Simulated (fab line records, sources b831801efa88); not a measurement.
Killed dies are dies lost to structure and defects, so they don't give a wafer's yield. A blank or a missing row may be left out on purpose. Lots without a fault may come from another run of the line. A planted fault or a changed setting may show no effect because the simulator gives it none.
Chamber matching | flow gf180mcu | GF_V3_CVD_02 on pecvd-02: 3 sister chambers
The step deposits SiO2 from TEOS, target thk 850 nm, time 94.851 s. 6 wafers are shown with their chamber, then 7 later ones without.

WAFERS WITH THEIR CHAMBER
wafer  | chamber | heater_power_w (W) | run_length_s (s)
L818.4 | 0       | 933                | 122.9
L828.1 | 1       | 586                | 122.0
L828.3 | 0       | 878                | 122.0
L828.5 | 2       | 754                | 122.0
L830.3 | 1       | 499                | 122.3
L830.5 | 2       | 774                | 122.4

WAFERS WITHOUT THEIR CHAMBER
wafer  | heater_power_w (W) | run_length_s (s)
L830.6 | 754                | 122.5
L831.1 | 635                | 122.6
L831.2 | 867                | 122.4
L831.4 | 598                | 121.7
L834.1 | 620                | 121.7
L834.3 | 898                | 122.0
L834.6 | 493                | 121.8

WHICH CHAMBER EACH WENT THROUGH
wafer  | from the rows above     | in truth
L830.6 | 2                       | 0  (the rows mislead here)
L831.1 | can't be placed: 1 or 2 | 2
L831.2 | can't be placed: 0 or 2 | 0
L831.4 | 1                       | 1
L834.1 | can't be placed: 1 or 2 | 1
L834.3 | 0                       | 0
L834.6 | 1                       | 1
Placed correctly: 3 of 7. Can't be placed from these rows: 3 (the true chamber is among the candidates in 3). Placed wrongly: 1.
How it was worked out, from the rows above alone: a wafer's distance from a chamber is the root of the sum, over the readings, of the square of ((its reading less the chamber's mean) divided by the reading's scatter). The wafer belongs to the nearest chamber; if the next one is less than 2 further off, it can't be placed. A chamber's mean is the mean of its shown wafers. The scatter: the root of (the sum of the squares of (reading less its chamber's mean) over the shown wafers, divided by (wafers less chambers)).
